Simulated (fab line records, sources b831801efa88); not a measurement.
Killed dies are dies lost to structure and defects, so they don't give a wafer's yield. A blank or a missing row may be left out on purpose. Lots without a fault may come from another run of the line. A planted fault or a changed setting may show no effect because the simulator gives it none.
fab line records | flow sky130
record lots=11 wafers=31 last_day=50
route steps=708 shown FIELD_ISO@16 PWDE@53 NWELL@67 PAD_OPEN@708
lots that met no fault: from a run of the same line without faults
start_h: hours from the record's first day to the start of the lot's first wafer shown | wait_h: hours since the lot's step before | " the same as in the row above | L1.1+2: a row that stands for several wafers | - no value, or no start given | * or withheld: withheld | < > ~ a bound
route shown NAME@n: a module of which the file shows steps, and the number in the route of the first | usual: mean/standard deviation of fault-free wafers | same: alike in all rows | chamber/n: place in a boat | sites: the reading at each site | _std_site: their standard deviation | _edge_site: outer sites' mean less inner sites' | radius_mm: how far each site lies from the wafer's centre | mask NAME#n: copy n | behind: the tool/chamber that last shaped the wafer | hold: why the lot was held/for how many hours/how that ended | device: the transistor (n, p or np) that didn't switch | end of line: the same wafers' tests at the end of the route | a step without rows: its recipe alone | killed: dies lost to structure and defects at the first sort, not the wafer's yield | map: a wafer's dies, x killed, . not, _ none there
set.NAME: the setting as run; set.NAME@STEP: as run at that earlier step | model.NAME: the simulator's own value behind a step, which no gauge read
steps of the route over a sample of lots; a table a step, a row a wafer
services: from which hour (start_h, from the record's first day; less than 0 if before it) a tool's chamber was out of use, for how many hours, and why
## steps
# step SKY_FIELD_ISO_ETCH_15
# recipe chemistry=CHF3/O2 target_depth_nm=180 stop_on=Si source_w=600 bias_w=200 pressure_mtorr=40 chf3_flow_sccm=50 O2_flow_sccm=5 time_s=72
# usual chf3_flow_sccm=50.01/0.15 drypump_motor_current_A=5.9/0.43 oes_product_au=0.943/0.0066 throttle_valve_pct=8.843/0.0092
# columns lot.wafer tool chamber start_h wait_h chf3_flow_sccm drypump_motor_current_A oes_product_au rf_hours_counter_h throttle_valve_pct
L279.1 rie_diel-03 2 44.60 0.0 49.82 6.2 0.954 171 8.839
L279.2 " 0 " " 49.99 6.4 0.957 165 8.848
L279.3 " 1 " " 49.88 5.2 0.946 126 8.848
L281.1 rie_diel-02 0 52.50 0.0 49.90 6.0 0.938 88 8.845
L281.3 " 2 " " 49.87 5.4 0.943 1 8.831
L281.4 " 0 " " 49.89 6.0 0.951 - 8.841
L280.3 rie_diel-04 3 52.66 0.0 50.34 5.3 0.948 121 8.840
L280.5 " 3 " " 49.99 5.2 0.934 - 8.836
L280.6 " 2 " " 50.03 5.6 0.939 - 8.842
L282.2 rie_diel-04 0 60.70 0.0 50.05 6.4 0.950 140 8.822
L282.4 " 3 " " 49.74 5.3 0.950 - 8.834
L282.5 " 0 " " 50.13 6.3 0.941 - 8.842
L283.1 rie_diel-03 2 68.37 0.0 50.00 6.2 0.949 171 8.846
L283.2 " 0 " " 49.93 6.4 0.939 165 8.824
L283.3 " 3 " " 50.04 5.7 0.933 154 8.819
L284.1 rie_diel-04 1 71.12 0.0 49.99 6.4 0.941 80 8.836
L284.5 " 3 " " 49.75 5.2 0.949 - 8.852
L287.1 rie_diel-04 2 87.07 0.0 50.05 5.6 0.951 0 8.844
L287.5 " 1 " " 50.07 6.4 0.941 - 8.849
L295.2 rie_diel-04 3 126.55 0.0 49.95 5.3 0.943 122 8.841
L295.5 " 1 " " 49.96 6.4 0.955 - 8.852
L295.6 " 2 " " 50.01 5.7 0.952 - 8.839
L296.2 rie_diel-02 0 132.66 0.0 49.98 6.0 0.942 90 8.830
L296.4 " 1 " " 49.96 5.9 0.948 31 8.838
L296.6 " 1 " " 50.06 5.9 0.947 - 8.847
L297.2 rie_diel-02 3 140.12 0.0 49.98 6.1 0.936 5 8.841
L297.4 " 1 " " 50.09 5.9 0.939 32 8.835
L297.5 " 0 " " 49.97 6.0 0.941 - 8.849
L299.1 rie_diel-04 0 147.16 0.0 50.15 6.4 0.937 142 8.844
L299.4 " 3 " " 50.16 5.2 0.943 123 8.837
L299.5 " 0 " " 50.03 6.3 0.933 - 8.867
# step SKY_FIELD_ISO_CMP_27
# recipe stop_on=Si3N4 t_overpolish_s=16 down_force_psi=4 platen_rpm=60 target_thk_nm=457.8 pad_velocity_m_s=0.94248
# usual motor_current_A=12.8/2.3 overpolish_run_s=16.000/0.0088 slurry_filter_dp_kPa=13.50/0.14 time_to_endpoint_s=111/4.9
# columns lot.wafer tool chamber start_h wait_h motor_current_A overpolish_run_s slurry_filter_dp_kPa time_to_endpoint_s
L279.1 cmp-02 1 50.73 0.0 14.0 15.994 13.44 109
L279.2 " 2 " " 10.9 15.982 13.69 114
L279.3 " 0 " " 12.5 15.995 13.42 111
L281.1 cmp-02 3 56.03 0.0 14.1 16.005 13.71 108
L281.3 " 0 " " 11.9 16.004 13.39 111
L281.4 " 1 " " 13.1 16.000 13.33 108
L280.3 cmp-01 0 56.69 0.1 9.9 15.984 13.74 112
L280.5 " 1 " " 10.7 16.005 13.43 110
L280.6 " 2 " " 16.5 16.015 13.49 109
L282.2 cmp-01 1 64.49 0.1 10.9 16.009 13.71 109
L282.4 " 3 " " 12.1 16.011 13.53 114
L282.5 " 1 " " 10.7 15.988 13.49 107
L283.1 cmp-02 1 73.13 0.0 14.1 16.003 13.50 113
L283.3 " 2 " " 10.8 16.001 13.74 118
L283.2 " 0 " " 12.2 16.016 13.44 114
L284.1 cmp-01 1 74.95 0.1 11.1 16.007 13.77 107
L284.5 " 3 " " 12.6 16.008 13.54 117
L287.1 cmp-01 0 91.43 0.1 10.3 15.995 13.55 113
L287.5 " 1 " " 10.9 16.008 13.39 109
L295.2 cmp-01 1 131.27 0.1 10.7 15.993 13.36 109
L295.6 " 2 " " 17.8 16.017 13.52 113
L295.5 " 3 " " 11.8 16.011 13.52 117
L296.2 cmp-01 3 138.59 0.2 11.9 15.997 13.38 118
L296.4 " 0 " " 9.8 16.007 13.46 116
L296.6 " 1 " " 10.6 15.987 13.55 108
L297.4 cmp-02 0 143.59 0.1 12.7 16.007 13.70 110
L297.2 " 1 " " 14.7 15.987 13.45 103
L297.5 " 2 " " 10.7 16.000 13.56 113
L299.1 cmp-02 1 150.79 0.0 13.9 15.992 13.47 104
L299.4 " 3 " " 13.5 15.995 13.56 106
L299.5 " 1 " " 13.0 15.997 13.51 100
# step SKY_PWDE_IMPLANT_08
# recipe species=B energy_kev=150 dose_cm2=3.6e+12 tilt_deg=withheld
# usual beam_on_s=10.01/0.22 faraday_current_uA=20.3/0.43
# columns lot.wafer tool chamber start_h wait_h beam_on_s faraday_current_uA
L279.1 implanter-03 0 86.68 0.0 9.89 20.5
L279.2 " 0 " " 9.75 20.8
L279.3 " 0 " " 9.88 20.4
L280.3 implanter-01 0 91.90 0.1 9.95 20.4
L280.5 " 0 " " 10.05 20.1
L280.6 " 0 " " 10.11 20.1
L281.1 implanter-03 0 92.20 0.0 9.84 20.6
L281.3 " 0 " " 9.96 20.3
L281.4 " 0 " " 9.92 20.6
L282.2 implanter-01 0 103.57 0.0 9.92 20.5
L282.4 " 0 " " 10.07 20.2
L282.5 " 0 " " 9.79 20.7
L283.1 implanter-03 0 111.83 0.0 9.77 20.8
L283.2 " 0 " " 10.07 20.3
L283.3 " 0 " " 9.93 20.5
L284.1 implanter-01 0 111.88 0.0 14.39 14.1
L284.5 " 0 " " 10.06 20.1
L287.1 implanter-01 0 130.93 0.0 13.90 14.5
L287.5 " 0 " " 9.99 20.4
L295.2 implanter-04 0 172.96 0.0 10.06 20.2
L295.5 " 0 " " 9.62 21.1
L295.6 " 0 " " 9.98 20.4
L296.2 implanter-01 0 182.51 0.0 10.34 19.6
L296.4 " 0 " " 9.94 20.5
L296.6 " 0 " " 9.92 20.4
L297.2 implanter-03 0 186.30 0.0 10.16 20.0
L297.4 " 0 " " 10.21 19.9
L297.5 " 0 " " 9.49 21.3
L299.1 implanter-01 0 194.05 0.0 9.75 20.7
L299.4 " 0 " " 9.63 21.0
L299.5 " 0 " " 10.31 19.6
# step SKY_PWDE_TW_MEAS_10
# usual PWDE_TW=371.5/2.2
# columns lot.wafer tool chamber start_h wait_h PWDE_TW
L279.1 film_metro-02 - 86.93 0.1 369.1
L279.2 " - " " 369.6
L279.3 " - " " 366.2
L280.3 film_metro-03 - 92.12 0.1 370.0
L280.5 " - " " 369.9
L280.6 " - " " 370.6
L281.1 film_metro-02 - 92.45 0.1 370.4
L281.3 " - " " 370.9
L281.4 " - " " 370.4
L282.2 film_metro-04 - 103.81 0.1 373.0
L282.4 " - " " 372.8
L282.5 " - " " 371.9
L283.1 film_metro-02 - 112.08 0.1 371.4
L283.2 " - " " 370.7
L283.3 " - " " 371.8
L284.1 film_metro-04 - 112.18 0.1 415.1
L284.5 " - " " 372.9
L287.1 film_metro-03 - 131.18 0.1 420.8
L287.5 " - " " 377.8
L295.2 film_metro-02 - 173.19 0.1 371.8
L295.5 " - " " 371.7
L295.6 " - " " 373.2
L296.2 film_metro-02 - 182.74 0.1 370.2
L296.4 " - " " 371.9
L296.6 " - " " 372.8
L297.2 film_metro-02 - 186.54 0.1 370.1
L297.4 " - " " 370.3
L297.5 " - " " 371.8
L299.1 film_metro-03 - 194.30 0.1 377.1
L299.4 " - " " 376.6
L299.5 " - " " 376.4
# step SKY_NWELL_STRIP_14
# recipe chemistry=O2/N2 power_w=1400 pressure_mtorr=1500 platen_temp_c=withheld o2_flow_sccm=3000 n2_flow_sccm=300 overash_fraction=0.5
# usual drypump_motor_current_A=5.80/0.25 oes_product_au=0.722/0.0046 strip_time_to_endpoint_s=36.96/0.092
# columns lot.wafer tool chamber start_h wait_h drypump_motor_current_A oes_product_au rf_hours_counter_h strip_time_to_endpoint_s
L279.1 plasma_asher-02 0 105.18 0.1 5.81 0.723 40 37.09
L279.2 " 1 " " 5.76 0.719 40 37.07
L279.3 " 0 " " 5.83 0.717 - 37.03
L280.3 plasma_asher-04 0 110.56 0.1 5.75 0.716 - 37.18
L280.5 " 1 " " 6.05 0.727 - 37.02
L280.6 " 0 " " 5.74 0.727 - 37.04
L281.1 plasma_asher-03 0 110.98 0.1 6.06 0.717 45 36.88
L281.3 " 1 " " 5.32 0.722 - 36.93
L281.4 " 0 " " 6.08 0.719 - 36.95
L282.2 plasma_asher-03 1 122.78 0.1 5.33 0.721 46 36.93
L282.4 " 1 " " 5.32 0.710 - 36.86
L282.5 " 1 " " 5.31 0.716 - 36.93
L283.1 plasma_asher-04 1 131.27 0.1 6.03 0.724 31 36.79
L283.2 " 0 " " 5.77 0.729 31 36.81
L283.3 " 1 " " 6.05 0.719 - 36.77
L284.1 plasma_asher-03 1 131.62 0.1 5.32 0.720 47 36.96
L284.5 " 1 " " 5.30 0.719 - 36.99
L287.1 plasma_asher-04 1 150.13 0.1 6.06 0.715 33 36.94
L287.5 " 1 " " 6.09 0.713 - 37.09
L295.2 plasma_asher-02 0 194.87 0.1 5.86 0.725 6 36.95
L295.5 " 0 " " 5.83 0.727 - 37.07
L295.6 " 1 " " 5.71 0.724 - 36.82
L296.2 plasma_asher-03 1 204.63 0.1 5.29 0.725 55 36.90
L296.4 " 1 " " 5.31 0.728 - 36.93
L296.6 " 1 " " 5.30 0.724 - 36.86
L297.2 plasma_asher-04 1 209.12 0.1 6.07 0.730 39 36.93
L297.4 " 0 " " 5.75 0.726 - 37.05
L297.5 " 1 " " 6.02 0.724 - 37.09
L299.1 plasma_asher-04 1 216.62 0.1 6.02 0.720 40 37.12
L299.4 " 0 " " 5.80 0.724 - 37.21
L299.5 " 0 " " 5.75 0.720 - 37.15
# step SKY_NWELL_RS_MEAS_31
# recipe thk_meas_gauge=four-point-probe
# usual PWDE_RS=5279/15
# columns lot.wafer tool chamber start_h wait_h PWDE_RS[ohm/sq]
L279.1 film_metro-03 - 124.08 0.1 5286
L279.2 " - " " 5281
L279.3 " - " " 5267
L280.3 film_metro-03 - 129.27 0.1 5264
L280.5 " - " " 5259
L280.6 " - " " 5273
L281.1 film_metro-03 - 129.99 0.1 5271
L281.3 " - " " 5270
L281.4 " - " " 5285
L282.2 film_metro-03 - 142.11 0.1 5280
L282.4 " - " " 5269
L282.5 " - " " 5268
L283.1 film_metro-02 - 150.53 0.1 5253
L283.2 " - " " 5247
L283.3 " - " " 5242
L284.1 film_metro-02 - 151.08 0.1 4002
L284.5 " - " " 5278
L287.1 film_metro-03 - 169.83 0.1 4003
L287.5 " - " " 5289
L295.2 film_metro-02 - 217.50 0.1 5283
L295.5 " - " " 5276
L295.6 " - " " 5263
L296.2 film_metro-02 - 227.59 0.1 5284
L296.4 " - " " 5285
L296.6 " - " " 5286
L297.2 film_metro-02 - 232.15 0.1 5300
L297.4 " - " " 5311
L297.5 " - " " 5294
L299.1 film_metro-02 - 240.68 0.1 5282
L299.4 " - " " 5276
L299.5 " - " " 5277
# step SKY_PAD_OPEN_PROBE_99
# usual killed_at_M0_to_M3=43/7.3 killed_at_M4_up=3.1/1.7 killed_at_contacts=25/5.3 killed_at_front_end=15/4.3 killed_at_other=0.2/0.54 killed_dies=87/10 killed_open=48/7.6 killed_short=38/6.1
# same gross_dies=492 killed_at_back_side=0
# columns lot.wafer tool chamber start_h wait_h killed_at_M0_to_M3 killed_at_M4_up killed_at_contacts killed_at_front_end killed_at_other killed_dies killed_open killed_short
L280.3 prober-02 - 1106.46 0.2 49 3 25 19 0 96 49 46
L280.5 prober-02 - 1106.56 0.2 57 4 31 20 0 112 60 52
L280.6 prober-02 - 1106.61 0.2 40 7 16 17 0 80 43 36
L282.4 prober-02 - 1122.68 0.2 59 0 25 18 0 102 56 46
L282.5 prober-02 - 1122.73 0.2 45 6 19 14 0 84 43 40
L283.1 prober-02 - 1127.41 0.1 45 2 40 20 0 107 62 45
L283.2 prober-02 - 1127.46 0.1 42 5 26 12 1 86 46 40
L283.3 prober-02 - 1127.51 0.2 44 3 29 8 1 85 43 42
L287.1 prober-02 - 1143.64 0.1 48 5 24 15 0 92 45 47
L295.2 prober-01 - 1183.04 0.1 44 3 21 9 1 78 46 32
L295.5 prober-01 - 1183.19 0.2 40 2 19 15 1 77 42 34
L295.6 prober-01 - 1183.24 0.2 48 1 23 14 2 88 46 41
# killed by level:class
L280.3 VIA1:geometric_particle:open=10 VIA1:geometric_particle:short=8 CONTACT:geometric_particle:short=7 FIELD_ISO:geometric_particle:open=6 LI_CONTACT:geometric_particle:open=6 METAL1:geometric_particle:short=6 FIELD_ISO:geometric_particle:short=5 CONTACT:geometric_particle:open=5
L280.5 CONTACT:geometric_particle:open=12 VIA1:geometric_particle:open=11 VIA2:geometric_particle:open=11 METAL1:geometric_particle:short=10 VIA3:geometric_particle:open=8 FIELD_ISO:geometric_particle:short=7 CONTACT:geometric_particle:short=7 METAL2:geometric_particle:short=7
L280.6 VIA1:geometric_particle:open=15 VIA2:geometric_particle:open=6 METAL2:geometric_particle:short=6 POLY_GATE:geometric_particle:open=5 CONTACT:geometric_particle:open=5 METAL4:geometric_particle:short=5 FIELD_ISO:geometric_particle:short=4 VIA1:geometric_particle:short=4
L282.4 VIA1:geometric_particle:open=16 CONTACT:geometric_particle:open=9 VIA1:geometric_particle:short=9 VIA3:geometric_particle:open=8 METAL1:geometric_particle:short=7 LI_CONTACT:geometric_particle:open=6 FIELD_ISO:geometric_particle:short=4 POLY_GATE:geometric_particle:open=4
L282.5 VIA1:geometric_particle:short=10 METAL2:geometric_particle:short=9 CONTACT:geometric_particle:open=8 VIA1:geometric_particle:open=7 LI_CONTACT:geometric_particle:open=5 VIA3:geometric_particle:open=5 FIELD_ISO:geometric_particle:open=4 FIELD_ISO:geometric_particle:short=4
L283.1 CONTACT:geometric_particle:open=16 VIA1:geometric_particle:open=10 POLY_GATE:geometric_particle:short=8 LI_CONTACT:geometric_particle:open=8 VIA3:geometric_particle:open=8 METAL2:geometric_particle:short=7 LI_CONTACT:geometric_particle:short=6 VIA2:geometric_particle:open=6
L283.2 CONTACT:geometric_particle:short=9 METAL1:geometric_particle:short=9 VIA1:geometric_particle:open=8 LI_CONTACT:geometric_particle:open=7 VIA3:geometric_particle:open=5 VIA2:geometric_particle:open=5 CONTACT:geometric_particle:open=4 METAL2:geometric_particle:open=4
L283.3 LOCAL_INTERCONNECT:geometric_particle:short=10 VIA1:geometric_particle:open=10 CONTACT:geometric_particle:open=8 METAL2:geometric_particle:short=8 LI_CONTACT:geometric_particle:open=7 VIA3:geometric_particle:open=6 METAL3:geometric_particle:short=5 VIA1:geometric_particle:short=5
L287.1 CONTACT:geometric_particle:open=11 VIA1:geometric_particle:open=8 METAL1:geometric_particle:short=7 METAL2:geometric_particle:short=6 LI_CONTACT:geometric_particle:open=6 METAL3:geometric_particle:short=6 VIA3:geometric_particle:open=5 METAL4:geometric_particle:short=5
L295.2 VIA1:geometric_particle:open=11 LI_CONTACT:geometric_particle:open=8 VIA3:geometric_particle:open=7 CONTACT:geometric_particle:open=6 METAL1:geometric_particle:short=6 LOCAL_INTERCONNECT:geometric_particle:short=5 VIA1:geometric_particle:short=5 METAL2:geometric_particle:short=5
L295.5 VIA1:geometric_particle:open=10 VIA2:geometric_particle:open=8 CONTACT:geometric_particle:open=7 FIELD_ISO:geometric_particle:open=6 VIA1:geometric_particle:short=5 FIELD_ISO:geometric_particle:short=4 LI_CONTACT:geometric_particle:open=4 LOCAL_INTERCONNECT:geometric_particle:short=4
L295.6 CONTACT:geometric_particle:open=10 VIA1:geometric_particle:open=9 METAL2:geometric_particle:short=8 LI_CONTACT:geometric_particle:open=6 VIA2:geometric_particle:short=5 VIA2:geometric_particle:open=5 VIA3:geometric_particle:short=5 VIA3:geometric_particle:open=5
## services
# columns tool chamber start_h hours kind
plasma_asher-04 - 37.00 2.8 pm
implanter-01 - 50.06 1.6 repair
implanter-03 - 57.06 3.6 repair
implanter-01 - 60.70 4.0 repair
cmp-02 - 64.00 4.0 pm
cmp-01 - 66.69 3.5 repair
implanter-03 - 73.99 1.3 repair
cmp-02 - 97.54 1.7 repair
implanter-01 - 113.18 2.2 repair
cmp-01 - 113.80 2.4 repair
implanter-03 - 117.25 0.6 repair
cmp-01 - 122.36 4.1 repair
cmp-01 - 126.03 1.1 repair
cmp-01 - 145.99 5.9 pm
implanter-01 - 149.15 3.3 pm
cmp-01 - 154.61 4.8 repair
rie_diel-04 - 157.63 1.2 repair
cmp-02 - 162.65 5.0 repair
plasma_asher-03 - 162.68 1.5 repair
rie_diel-04 3 164.18 5.2 repair
rie_diel-04 - 175.38 0.9 repair
cmp-02 - 189.87 1.4 repair
cmp-01 - 200.59 4.6 repair
cmp-02 - 205.44 10.8 repair
## key
first_sign step=SKY_PWDE_IMPLANT_08 reading=beam_on_s direction=up sigmas=19 usual=10.01 struck=14.14
effect step=SKY_PWDE_IMPLANT_08 reading=faraday_current_uA direction=down sigmas=14 usual=20.3 struck=14.3
effect step=SKY_PWDE_TW_MEAS_10 reading=PWDE_TW direction=up sigmas=21 usual=371.5 struck=418.0
effect step=SKY_NWELL_RS_MEAS_31 reading=PWDE_RS direction=down sigmas=84 usual=5279 struck=4002
met_at SKY_PWDE_IMPLANT_08
struck_lots L284,L287
struck_wafers L284.1,L287.1
tester_left_out L284,L287
not_acting_at SKY_FIELD_ISO_ETCH_15,SKY_FIELD_ISO_CMP_27,SKY_NWELL_STRIP_14
onset_between 103.57 111.88
fault kind=process_parameter_drift tool=implanter-01 chamber=- onset_h=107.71 steps=SKY_PWDE_IMPLANT_08 channel=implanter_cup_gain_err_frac offset=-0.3 shape=step end_h=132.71 scope=struck_wafers_only
# tester_left_out: of these lots the tester's yield and bins aren't shown, on N5 and GAA mostly nor the transistor test; their killed dies are dies lost to structure and defects alone, not to doping, threshold or leakage, so they don't give the yield
